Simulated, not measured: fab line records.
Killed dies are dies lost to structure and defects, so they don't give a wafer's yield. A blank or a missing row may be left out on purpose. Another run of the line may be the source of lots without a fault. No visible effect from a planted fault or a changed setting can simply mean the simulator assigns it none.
What tool caused it? :: flow sky130 :: 36 wafers from 12 lots sampled at 5 of the route's 708 steps

WHAT THE GAUGES SHOWED, per wafer
The record lacks any reading of a measuring or inspecting step that a usual standard deviation could be used to judge.

TOOL THAT RAN EACH LOT (tool first, then ch and the chambers of the sampled wafers, then the start)
lot: L775
SKY_FIELD_ISO_OXIDATION_22: furnace-02 ch 0, day 2 08:59
SKY_VIA4_CMP_02: cmp-01 ch 0,1,3, day 41 21:49
SKY_METAL5_SPUTTER_00: pvd sputter-02, day 42 22:34
SKY_METAL5_STRIP_16: plasma asher-01 ch 0,1, day 43 21:31
SKY_PAD_OPEN_PROBE_99: prober-01, day 45 20:13

lot: L777
SKY_FIELD_ISO_OXIDATION_22: furnace-02 ch 0, day 2 15:49
SKY_VIA4_CMP_02: cmp-02 ch 0,1,2, day 42 11:51
SKY_METAL5_SPUTTER_00: pvd sputter-03, day 43 11:58
SKY_METAL5_STRIP_16: plasma asher-04 ch 0, day 44 10:35
SKY_PAD_OPEN_PROBE_99: prober-01, day 46 09:26

lot: L778
SKY_FIELD_ISO_OXIDATION_22: furnace-02 ch 0, day 2 22:31
SKY_VIA4_CMP_02: cmp-02 ch 0,1,3, day 42 20:08
SKY_METAL5_SPUTTER_00: pvd sputter-02, day 43 19:47
SKY_METAL5_STRIP_16: plasma asher-03 ch 0,1, day 44 19:05
SKY_PAD_OPEN_PROBE_99: prober-02, day 46 15:46

lot: L779
SKY_FIELD_ISO_OXIDATION_22: furnace-01 ch 0, day 3 02:34
SKY_VIA4_CMP_02: cmp-01 ch 0,1,2, day 42 21:27
SKY_METAL5_SPUTTER_00: pvd sputter-04, day 43 20:55
SKY_METAL5_STRIP_16: plasma asher-01 ch 0,1, day 44 19:10
SKY_PAD_OPEN_PROBE_99: prober-01, day 46 17:02

lot: L780
SKY_FIELD_ISO_OXIDATION_22: furnace-02 ch 0, day 3 10:02
SKY_VIA4_CMP_02: cmp-01 ch 0,1,3, day 43 16:23
SKY_METAL5_SPUTTER_00: pvd sputter-04, day 44 16:39
SKY_METAL5_STRIP_16: plasma asher-03 ch 1, day 45 14:19
SKY_PAD_OPEN_PROBE_99: prober-02, day 47 10:15

lot: L781
SKY_FIELD_ISO_OXIDATION_22: furnace-02 ch 0, day 3 12:53
SKY_VIA4_CMP_02: cmp-02 ch 2,3, day 43 13:25
SKY_METAL5_SPUTTER_00: pvd sputter-02, day 44 13:13
SKY_METAL5_STRIP_16: plasma asher-04 ch 0,1, day 45 11:29
SKY_PAD_OPEN_PROBE_99: prober-01, day 47 07:32

lot: L782
SKY_FIELD_ISO_OXIDATION_22: furnace-02 ch 0, day 3 20:26
SKY_VIA4_CMP_02: cmp-01 ch 0,1, day 44 10:01
SKY_METAL5_SPUTTER_00: pvd sputter-04, day 45 09:27
SKY_METAL5_STRIP_16: plasma asher-03 ch 0,1, day 46 06:52
SKY_PAD_OPEN_PROBE_99: prober-01, day 48 00:59

lot: L783
SKY_FIELD_ISO_OXIDATION_22: furnace-02 ch 0, day 3 23:18
SKY_VIA4_CMP_02: cmp-01 ch 0,1,2, day 44 11:55
SKY_METAL5_SPUTTER_00: pvd sputter-03, day 45 11:10
SKY_METAL5_STRIP_16: plasma asher-03 ch 0,1, day 46 08:10
SKY_PAD_OPEN_PROBE_99: prober-02, day 48 03:31

lot: L784
SKY_FIELD_ISO_OXIDATION_22: furnace-02 ch 0, day 4 04:38
SKY_VIA4_CMP_02: cmp-02 ch 0,1, day 44 13:29
SKY_METAL5_SPUTTER_00: pvd sputter-04, day 45 12:24
SKY_METAL5_STRIP_16: plasma asher-03 ch 0,1, day 46 08:42
SKY_PAD_OPEN_PROBE_99: prober-01, day 48 04:41

lot: L786
SKY_FIELD_ISO_OXIDATION_22: furnace-01 ch 0, day 4 16:23
SKY_VIA4_CMP_02: cmp-01 ch 1,3, day 45 03:47
SKY_METAL5_SPUTTER_00: pvd sputter-04, day 46 02:37
SKY_METAL5_STRIP_16: plasma asher-04 ch 0,1, day 46 23:49
SKY_PAD_OPEN_PROBE_99: prober-01, day 48 17:37

lot: L793
SKY_FIELD_ISO_OXIDATION_22: furnace-01 ch 0, day 6 04:17
SKY_VIA4_CMP_02: cmp-01 ch 0,1, day 46 19:10
SKY_METAL5_SPUTTER_00: pvd sputter-02, day 47 16:31
SKY_METAL5_STRIP_16: plasma asher-03 ch 0, day 48 12:08
SKY_PAD_OPEN_PROBE_99: prober-02, day 50 01:47

lot: L795
SKY_FIELD_ISO_OXIDATION_22: furnace-01 ch 0, day 6 14:13
SKY_VIA4_CMP_02: cmp-02 ch 0,1,3, day 47 01:32
SKY_METAL5_SPUTTER_00: pvd sputter-04, day 47 22:28
SKY_METAL5_STRIP_16: plasma asher-03 ch 0,1, day 48 18:07
SKY_PAD_OPEN_PROBE_99: prober-02, day 50 07:37
- SKY_FIELD_ISO_OXIDATION_22: stabilise 600 s, purge 300 s, target thk 10 nm.
- SKY_VIA4_CMP_02: polishes SiO2.
- SKY_METAL5_SPUTTER_00: material Ti, target thk 15 nm, time 10 s.
- SKY_METAL5_STRIP_16: strips in O2/N2.
- SKY_PAD_OPEN_PROBE_99

AS READ BY THE TOOLS THEMSELVES (means over the sampled wafers that have a number; for cases with no such wafer, the mark the record gives instead)
SKY_FIELD_ISO_OXIDATION_22. Usual: spike tc top C 956 C, standard deviation 4.1; spike tc upper C 951.0 C, standard deviation 1.1.
lot: L775
tool: furnace-02
spike tc top C (C): 960
spike tc upper C (C): 950.1
flag: 

lot: L777
tool: furnace-02
spike tc top C (C): 959
spike tc upper C (C): 951.6
flag: 

lot: L778
tool: furnace-02
spike tc top C (C): 960
spike tc upper C (C): 949.8
flag: 

lot: L779
tool: furnace-01
spike tc top C (C): 951
spike tc upper C (C): 952.2
flag: 

lot: L780
tool: furnace-02
spike tc top C (C): 960
spike tc upper C (C): 951.0
flag: 

lot: L781
tool: furnace-02
spike tc top C (C): 960
spike tc upper C (C): 951.1
flag: 

lot: L782
tool: furnace-02
spike tc top C (C): 960
spike tc upper C (C): 951.1
flag: 

lot: L783
tool: furnace-02
spike tc top C (C): 960
spike tc upper C (C): 951.4
flag: 

lot: L784
tool: furnace-02
spike tc top C (C): 959
spike tc upper C (C): 949.5
flag: 

lot: L786
tool: furnace-01
spike tc top C (C): 951
spike tc upper C (C): 952.0
flag: 

lot: L793
tool: furnace-01
spike tc top C (C): 951
spike tc upper C (C): 952.5
flag: 

lot: L795
tool: furnace-01
spike tc top C (C): 952
spike tc upper C (C): 951.2
flag: 

SKY_VIA4_CMP_02. Usual: motor current A 11.8 A, standard deviation 1.2; retaining ring pressure frac 1.000, standard deviation 0.0043.
lot: L775
tool: cmp-01
motor current A (A): 11.6
retaining ring pressure frac: 1.004
flag: 

lot: L777
tool: cmp-02
motor current A (A): 11.5
retaining ring pressure frac: 1.000
flag: 

lot: L778
tool: cmp-02
motor current A (A): 12.8
retaining ring pressure frac: 1.000
flag: 

lot: L779
tool: cmp-01
motor current A (A): 11.2
retaining ring pressure frac: 1.006
flag: 

lot: L780
tool: cmp-01
motor current A (A): 11.2
retaining ring pressure frac: 0.999
flag: 

lot: L781
tool: cmp-02
motor current A (A): 13.4
retaining ring pressure frac: 0.996
flag: 

lot: L782
tool: cmp-01
motor current A (A): 11.0
retaining ring pressure frac: 1.004
flag: 

lot: L783
tool: cmp-01
motor current A (A): 11.6
retaining ring pressure frac: 1.003
flag: 

lot: L784
tool: cmp-02
motor current A (A): 11.1
retaining ring pressure frac: 0.998
flag: 

lot: L786
tool: cmp-01
motor current A (A): 11.1
retaining ring pressure frac: 0.998
flag: 

lot: L793
tool: cmp-01
motor current A (A): 11.3
retaining ring pressure frac: 1.000
flag: 

lot: L795
tool: cmp-02
motor current A (A): 12.4
retaining ring pressure frac: 1.001
flag: 

SKY_METAL5_SPUTTER_00. Usual: cathode dc power W 3000.0 W, standard deviation 0.51; chamber pressure pa 0.4001 Pa, standard deviation 0.00079; throttle valve pct 30.1 %, standard deviation 0.47.
lot: L775
tool: pvd sputter-02
cathode dc power W (W): 3000.1
chamber pressure pa (Pa): 0.3996
throttle valve pct (%): 30.1
flag: 

lot: L777
tool: pvd sputter-03
cathode dc power W (W): 3000.1
chamber pressure pa (Pa): 0.4001
throttle valve pct (%): 30.4
flag: 

lot: L778
tool: pvd sputter-02
cathode dc power W (W): 3000.2
chamber pressure pa (Pa): 0.4006
throttle valve pct (%): 30.1
flag: 

lot: L779
tool: pvd sputter-04
cathode dc power W (W): 2999.7
chamber pressure pa (Pa): 0.3997
throttle valve pct (%): 29.9
flag: 

lot: L780
tool: pvd sputter-04
cathode dc power W (W): 3000.1
chamber pressure pa (Pa): 0.4005
throttle valve pct (%): 30.0
flag: 

lot: L781
tool: pvd sputter-02
cathode dc power W (W): 2999.9
chamber pressure pa (Pa): 0.4000
throttle valve pct (%): 29.8
flag: 

lot: L782
tool: pvd sputter-04
cathode dc power W (W): 2999.7
chamber pressure pa (Pa): 0.4001
throttle valve pct (%): 30.0
flag: 

lot: L783
tool: pvd sputter-03
cathode dc power W (W): 2999.5
chamber pressure pa (Pa): 0.4003
throttle valve pct (%): 30.9
flag: 

lot: L784
tool: pvd sputter-04
cathode dc power W (W): 2999.7
chamber pressure pa (Pa): 0.4002
throttle valve pct (%): 30.0
flag: 

lot: L786
tool: pvd sputter-04
cathode dc power W (W): 2999.2
chamber pressure pa (Pa): 0.3991
throttle valve pct (%): 29.9
flag: 

lot: L793
tool: pvd sputter-02
cathode dc power W (W): 3000.3
chamber pressure pa (Pa): 0.3999
throttle valve pct (%): 30.0
flag: 

lot: L795
tool: pvd sputter-04
cathode dc power W (W): 3000.0
chamber pressure pa (Pa): 0.4004
throttle valve pct (%): 30.0
flag: 

SKY_METAL5_STRIP_16. Usual: chamber pressure mTorr 1499.9 mTorr, standard deviation 1.3; drypump motor current A 5.8 A, standard deviation 0.43; oes product au 0.710 a.u., standard deviation 0.0045; strip time to endpoint s 13.11 s, standard deviation 0.17.
lot: L775
tool: plasma asher-01
chamber pressure mTorr (mTorr): 1498.5
drypump motor current A (A): 5.6
oes product au (a.u.): 0.710
strip time to endpoint s (s): 12.92
flag: 

lot: L777
tool: plasma asher-04
chamber pressure mTorr (mTorr): 1500.2
drypump motor current A (A): 6.3
oes product au (a.u.): 0.710
strip time to endpoint s (s): 13.25
flag: 

lot: L778
tool: plasma asher-03
chamber pressure mTorr (mTorr): 1500.4
drypump motor current A (A): 5.5
oes product au (a.u.): 0.712
strip time to endpoint s (s): 13.20
flag: 

lot: L779
tool: plasma asher-01
chamber pressure mTorr (mTorr): 1499.6
drypump motor current A (A): 6.1
oes product au (a.u.): 0.708
strip time to endpoint s (s): 13.00
flag: 

lot: L780
tool: plasma asher-03
chamber pressure mTorr (mTorr): 1499.1
drypump motor current A (A): 5.8
oes product au (a.u.): 0.710
strip time to endpoint s (s): 12.96
flag: 

lot: L781
tool: plasma asher-04
chamber pressure mTorr (mTorr): 1500.5
drypump motor current A (A): 6.2
oes product au (a.u.): 0.713
strip time to endpoint s (s): 13.10
flag: 

lot: L782
tool: plasma asher-03
chamber pressure mTorr (mTorr): 1500.9
drypump motor current A (A): 5.7
oes product au (a.u.): 0.706
strip time to endpoint s (s): 13.14
flag: 

lot: L783
tool: plasma asher-03
chamber pressure mTorr (mTorr): 1499.4
drypump motor current A (A): 5.6
oes product au (a.u.): 0.704
strip time to endpoint s (s): 13.12
flag: 

lot: L784
tool: plasma asher-03
chamber pressure mTorr (mTorr): 1499.1
drypump motor current A (A): 5.6
oes product au (a.u.): 0.714
strip time to endpoint s (s): 13.22
flag: 

lot: L786
tool: plasma asher-04
chamber pressure mTorr (mTorr): 1500.2
drypump motor current A (A): 6.3
oes product au (a.u.): 0.711
strip time to endpoint s (s): 13.02
flag: 

lot: L793
tool: plasma asher-03
chamber pressure mTorr (mTorr): 1499.3
drypump motor current A (A): 5.5
oes product au (a.u.): 0.713
strip time to endpoint s (s): 13.12
flag: 

lot: L795
tool: plasma asher-03
chamber pressure mTorr (mTorr): 1498.8
drypump motor current A (A): 5.6
oes product au (a.u.): 0.706
strip time to endpoint s (s): 13.17
flag: 

SKY_PAD_OPEN_PROBE_99. Usual: killed_at_M0_to_M3 43, standard deviation 6.6; killed_at_M4_up 3.0, standard deviation 1.7; killed at contacts 24, standard deviation 5.4; killed at front end 16, standard deviation 4.6; killed at other 0.3, standard deviation 0.53; killed dies 87, standard deviation 9.7; killed on rim 18, standard deviation 4; killed open 47, standard deviation 7.3; killed short 39, standard deviation 6.5.
lot: L775
tool: prober-01
killed_at_M0_to_M3: 43
killed_at_M4_up: 4.3
killed at contacts: 19
killed at front end: 15
killed at other: 0.0
killed dies: 81
killed on rim: 15
killed open: 46
killed short: 35
flag: 

lot: L777
tool: prober-01
killed_at_M0_to_M3: 41
killed_at_M4_up: 4.0
killed at contacts: 24
killed at front end: 11
killed at other: 0.7
killed dies: 80
killed on rim: 15
killed open: 40
killed short: 40
flag: 

lot: L778
tool: prober-02
killed_at_M0_to_M3: 42
killed_at_M4_up: 2.7
killed at contacts: 25
killed at front end: 15
killed at other: 0.7
killed dies: 85
killed on rim: 20
killed open: 45
killed short: 40
flag: 

lot: L779
tool: prober-01
killed_at_M0_to_M3: 42
killed_at_M4_up: 4.0
killed at contacts: 24
killed at front end: 17
killed at other: 0.3
killed dies: 87
killed on rim: 15
killed open: 50
killed short: 34
flag: 

lot: L780
tool: prober-02
killed_at_M0_to_M3: 43
killed_at_M4_up: 4.0
killed at contacts: 26
killed at front end: 11
killed at other: 0.3
killed dies: 84
killed on rim: 18
killed open: 41
killed short: 43
flag: 

lot: L781
tool: prober-01
killed_at_M0_to_M3: 42
killed_at_M4_up: 3.7
killed at contacts: 27
killed at front end: 16
killed at other: 0.0
killed dies: 89
killed on rim: 19
killed open: 52
killed short: 36
flag: 

lot: L782
tool: prober-01
killed_at_M0_to_M3: 42
killed_at_M4_up: 3.7
killed at contacts: 24
killed at front end: 18
killed at other: 1.3
killed dies: 89
killed on rim: 19
killed open: 53
killed short: 36
flag: 

lot: L783
tool: prober-02
killed_at_M0_to_M3: 44
killed_at_M4_up: 3.0
killed at contacts: 23
killed at front end: 175
killed at other: 0.0
killed dies: 245
killed on rim: 49
killed open: 50
killed short: 38
flag: OFF

lot: L784
tool: prober-01
killed_at_M0_to_M3: 36
killed_at_M4_up: 1.0
killed at contacts: 24
killed at front end: 176
killed at other: 0.0
killed dies: 237
killed on rim: 48
killed open: 36
killed short: 35
flag: OFF

lot: L786
tool: prober-01
killed_at_M0_to_M3: 42
killed_at_M4_up: 2.7
killed at contacts: 26
killed at front end: 17
killed at other: 0.0
killed dies: 88
killed on rim: 18
killed open: 45
killed short: 43
flag: 

lot: L793
tool: prober-02
killed_at_M0_to_M3: 42
killed_at_M4_up: 3.7
killed at contacts: 33
killed at front end: 17
killed at other: 0.0
killed dies: 96
killed on rim: 18
killed open: 50
killed short: 46
flag: 

lot: L795
tool: prober-02
killed_at_M0_to_M3: 43
killed_at_M4_up: 3.0
killed at contacts: 17
killed at front end: 17
killed at other: 0.0
killed dies: 80
killed on rim: 16
killed open: 41
killed short: 39
flag: 

THE ANSWER, worked out from the rows above alone
Rule: take the mean of a lot's wafers that have a number; if it is more than 3 standard deviations from the usual mean, the lot is off. Also off: a lot with no number at a reading for which 4 or more lots have one. The other lots that the step has rows for count as sound. First the gauges in route order, then the tools' own readings, where a lot's mean is used as printed above. The first step at which some lot is off is used, and at that step the reading that is off furthest; a lot without a number counts as furthest.
Off, at SKY_PAD_OPEN_PROBE_99 on killed at front end: L783, L784.
A tool fits if, at that step or a process step before it, it ran every lot that is off, and no sound lot after the first of them. One fits: SKY_FIELD_ISO_OXIDATION_22 on furnace-02. Its last sound lot is L782 (day 3 20:26), its first lot that is off L783 (day 3 23:18): a fault that began between those two fits.

WHAT HAD BEEN PUT IN BY THE SIMULATOR
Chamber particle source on furnace-02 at SKY_FIELD_ISO_OXIDATION_22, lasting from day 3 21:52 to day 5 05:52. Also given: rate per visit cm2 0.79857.
Shown lots that were struck: L783, L784. The same result came from the rule above.
